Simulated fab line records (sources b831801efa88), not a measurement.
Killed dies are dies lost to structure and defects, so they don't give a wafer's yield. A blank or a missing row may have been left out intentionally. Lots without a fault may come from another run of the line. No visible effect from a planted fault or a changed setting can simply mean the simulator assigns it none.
The tool behind it: which one? -- flow sky130 -- Sampling: 24 lots, 72 wafers, 4 of 708 route steps

## WHAT THE GAUGES SHOWED, per wafer
SKY_CONTACT_BOW_MEAS_05. Usual: CONTACT_BOW typically reads 80 um, with standard deviation 6.8.
lot,measured,on,CONTACT_BOW (um),flag
L074,day 30 12:28,film_metro-04,91 68 82,
L075,day 30 20:19,film_metro-02,76 73 83,
L076,day 31 07:04,film_metro-04,85 76 91,
L077,day 31 17:24,film_metro-04,66 79 77,
L079,day 31 18:10,film_metro-03,74 89 74,
L078,day 31 22:15,film_metro-02,68 82 79,
L081,day 32 13:22,film_metro-04,83 77 68,
L080,day 32 16:11,film_metro-03,85 85 81,
L082,day 33 00:59,film_metro-04,87 80 84,
L083,day 33 07:20,film_metro-02,79 73 82,
L084,day 33 17:11,film_metro-04,86 79 79,
L085,day 34 02:54,film_metro-02,88 79 88,
L086,day 34 11:05,film_metro-03,88 77 72,
L087,day 34 15:19,film_metro-03,81 78 81,
L088,day 35 01:32,film_metro-04,77 94 74,
L089,day 35 07:34,film_metro-03,78 71 82,
L090,day 35 08:49,film_metro-03,77 77 82,
L091,day 36 01:38,film_metro-04,75 88 72,
L092,day 36 06:40,film_metro-04,60 71 79,
L093,day 36 15:01,film_metro-04,89 87 84,
L094,day 36 21:25,film_metro-03,80 81 83,
L095,day 37 05:52,film_metro-02,73 84 86,
L096,day 37 08:19,film_metro-04,71 74 84,
L097,day 37 12:02,film_metro-02,89 94 79,

SKY_VIA3_CD_MEAS_12: target cd 200 nm. Usual: cd_nm 199.4 nm, standard deviation 1.4.
lot,measured,on,cd_nm (nm),flag
L074,day 39 15:46,cd_sem-01,200.0 197.6 199.8,
L075,day 39 23:50,cd_sem-01,200.9 200.0 199.1,
L076,day 40 08:54,cd_sem-01,197.6 197.8 199.6,
L077,day 40 17:54,cd_sem-01,197.6 198.3 197.8,
L079,day 40 18:33,cd_sem-01,200.2 199.1 199.8,
L078,day 40 22:22,cd_sem-02,198.7 199.8 199.9,
L081,day 41 12:40,cd_sem-02,199.0 197.2 199.2,
L080,day 41 16:28,cd_sem-02,199.5 199.9 200.1,
L082,day 42 01:10,cd_sem-02,198.8 198.8 199.4,
L083,day 42 05:16,cd_sem-01,202.9 200.6 201.4,
L084,day 42 13:56,cd_sem-01,202.1 201.6 199.9,
L085,day 42 22:54,cd_sem-02,201.3 201.1 200.1,
L086,day 43 05:41,cd_sem-02,198.2 198.2 198.8,
L087,day 43 09:51,cd_sem-01,198.1 199.8 199.9,
L088,day 43 21:15,cd_sem-01,198.6 197.4 197.5,
L089,day 43 23:22,cd_sem-01,202.4 202.7 200.6,
L090,day 44 01:23,cd_sem-02,198.6 199.0 198.0,
L091,day 44 14:34,cd_sem-01,198.4 199.2 199.3,
L092,day 44 20:09,cd_sem-02,199.0 199.7 198.6,
L093,day 45 03:48,cd_sem-02,200.1 201.9 201.2,
L094,day 45 06:30,cd_sem-02,197.5 197.2 198.5,
L095,day 45 15:45,cd_sem-01,198.1 196.7 196.3,
L096,day 45 18:21,cd_sem-01,199.4 198.8 199.8,
L097,day 45 20:19,cd_sem-01,198.4 200.0 199.2,

## WHICH TOOL RAN EACH LOT (tool, then ch and the chambers of the sampled wafers, then the start)
lot,SKY_METAL3_DESCUM_15,SKY_METAL3_METAL_ETCH_18
L074,"rie_metal-02 ch 0,1, day 38 12:53","rie_metal-03 ch 0,1, day 38 13:02"
L075,"rie_metal-02 ch 0, day 38 21:06","rie_metal-03 ch 0,1, day 38 21:25"
L076,"rie_metal-03 ch 0,1, day 39 06:58","rie_metal-02 ch 0,1, day 39 07:06"
L077,"rie_metal-01 ch 0,1, day 39 15:34","rie_metal-02 ch 1, day 39 15:46"
L079,"rie_metal-03 ch 0,1, day 39 16:02","rie_metal-01 ch 0,1, day 39 16:11"
L078,"rie_metal-03 ch 0,1, day 39 19:30","rie_metal-02 ch 1, day 39 19:45"
L081,"rie_metal-02 ch 0,1, day 40 11:01","rie_metal-01 ch 0,1, day 40 11:10"
L080,"rie_metal-01 ch 0,1, day 40 13:58","rie_metal-03 ch 0,1, day 40 14:07"
L082,"rie_metal-03 ch 1, day 40 23:37","rie_metal-01 ch 0,1, day 40 23:46"
L083,"rie_metal-03 ch 0,1, day 41 03:52","rie_metal-01 ch 0,1, day 41 04:01"
L084,"rie_metal-02 ch 0,1, day 41 12:41","rie_metal-03 ch 0,1, day 41 12:50"
L085,"rie_metal-03 ch 0,1, day 41 21:29","rie_metal-02 ch 0,1, day 41 21:38"
L086,"rie_metal-02 ch 0,1, day 42 04:26","rie_metal-01 ch 0,1, day 42 04:38"
L087,"rie_metal-01 ch 0,1, day 42 08:38","rie_metal-03 ch 0,1, day 42 08:47"
L088,"rie_metal-03 ch 1, day 42 20:26","rie_metal-01 ch 0,1, day 42 20:35"
L089,"rie_metal-01 ch 0,1, day 42 23:23","rie_metal-03 ch 0,1, day 42 23:32"
L090,"rie_metal-02 ch 0,1, day 43 01:32","rie_metal-03 ch 0,1, day 43 01:41"
L091,"rie_metal-01 ch 0,1, day 43 14:52","rie_metal-02 ch 1, day 43 15:01"
L092,"rie_metal-02 ch 0, day 43 20:05","rie_metal-03 ch 0, day 43 20:14"
L093,"rie_metal-03 ch 0,1, day 44 04:38","rie_metal-01 ch 0,1, day 44 04:47"
L094,"rie_metal-02 ch 0,1, day 44 06:53","rie_metal-03 ch 0,1, day 44 07:05"
L095,"rie_metal-03 ch 0,1, day 44 16:52","rie_metal-01 ch 0,1, day 44 17:01"
L096,"rie_metal-03 ch 0,1, day 44 19:50","rie_metal-02 ch 0,1, day 44 19:59"
L097,"rie_metal-03 ch 0,1, day 44 21:04","rie_metal-02 ch 0,1, day 44 21:13"
- SKY_METAL3_DESCUM_15: chemistry O2, time 8 s.
- SKY_METAL3_METAL_ETCH_18: etches the open film in Cl2/BCl3, stops on SiO2, target depth 845 nm, time 183.1 s.

## WHAT THE TOOLS THEMSELVES READ (means of the sampled wafers that have a number; where no wafer has one, the mark that the record gives instead)
SKY_METAL3_DESCUM_15. Usual: drypump_motor_current_A 5.5 A, standard deviation 0.47; oes_product_au 1.000 a.u., standard deviation 0.007.
lot,tool,drypump_motor_current_A (A),oes_product_au (a.u.),flag
L074,rie_metal-02,5.0,0.998,
L075,rie_metal-02,5.4,0.992,
L076,rie_metal-03,5.6,0.990,
L077,rie_metal-01,5.4,1.006,
L079,rie_metal-03,5.9,0.998,
L078,rie_metal-03,5.6,0.996,
L081,rie_metal-02,5.2,0.993,
L080,rie_metal-01,5.5,1.006,
L082,rie_metal-03,6.3,1.001,
L083,rie_metal-03,5.9,0.997,
L084,rie_metal-02,5.0,0.999,
L085,rie_metal-03,5.9,1.011,
L086,rie_metal-02,5.0,0.995,
L087,rie_metal-01,5.4,0.999,
L088,rie_metal-03,6.2,1.003,
L089,rie_metal-01,5.4,1.006,
L090,rie_metal-02,5.0,0.999,
L091,rie_metal-01,5.4,1.006,
L092,rie_metal-02,5.4,0.999,
L093,rie_metal-03,5.6,1.003,
L094,rie_metal-02,5.0,1.000,
L095,rie_metal-03,5.6,0.999,
L096,rie_metal-03,5.6,0.994,
L097,rie_metal-03,5.9,1.002,

SKY_METAL3_METAL_ETCH_18. Usual: drypump_motor_current_A 5.4 A, standard deviation 0.45; oes_product_au 0.867 a.u., standard deviation 0.0056; throttle_valve_pct 22.264 %, standard deviation 0.0086.
lot,tool,drypump_motor_current_A (A),oes_product_au (a.u.),throttle_valve_pct (%),flag
L074,rie_metal-03,5.9,0.868,22.262,
L075,rie_metal-03,5.9,0.864,22.262,
L076,rie_metal-02,5.0,0.866,22.254,
L077,rie_metal-02,4.8,0.866,22.267,
L079,rie_metal-01,5.5,0.871,22.262,
L078,rie_metal-02,4.8,0.868,22.258,
L081,rie_metal-01,5.4,0.860,22.265,
L080,rie_metal-03,5.6,0.866,22.265,
L082,rie_metal-01,5.4,0.868,22.263,
L083,rie_metal-01,5.4,0.858,22.265,
L084,rie_metal-03,5.6,0.862,22.265,
L085,rie_metal-02,5.2,0.867,22.276,
L086,rie_metal-01,5.4,0.870,22.270,
L087,rie_metal-03,5.9,0.867,22.262,
L088,rie_metal-01,5.4,0.870,22.254,
L089,rie_metal-03,5.5,0.873,22.269,
L090,rie_metal-03,5.6,0.868,22.256,
L091,rie_metal-02,4.8,0.863,22.263,
L092,rie_metal-03,5.2,0.865,22.271,
L093,rie_metal-01,5.4,0.866,22.257,
L094,rie_metal-03,5.6,0.859,22.256,
L095,rie_metal-01,5.4,0.863,22.265,
L096,rie_metal-02,5.2,0.878,22.262,
L097,rie_metal-02,5.0,0.870,22.264,

## THE ANSWER, worked out from the rows above alone
Rule: a lot is off if the mean of its wafers that have a number lies more than 3 standard deviations from the usual mean. A lot without any number at a reading at which 4 lots or more have one is off too. Where the step has rows for the other lots, those lots are counted as sound. The gauges are gone through in route order, then the tools' own readings, and for those a lot's mean is taken as printed above. At the first step where some lot is off, the reading lying furthest off is the one used; lots without a number count as furthest.
No lot is off on any of the readings shown, so nothing can be concluded from this.

## WHAT WAS PUT IN BY THE SIMULATOR
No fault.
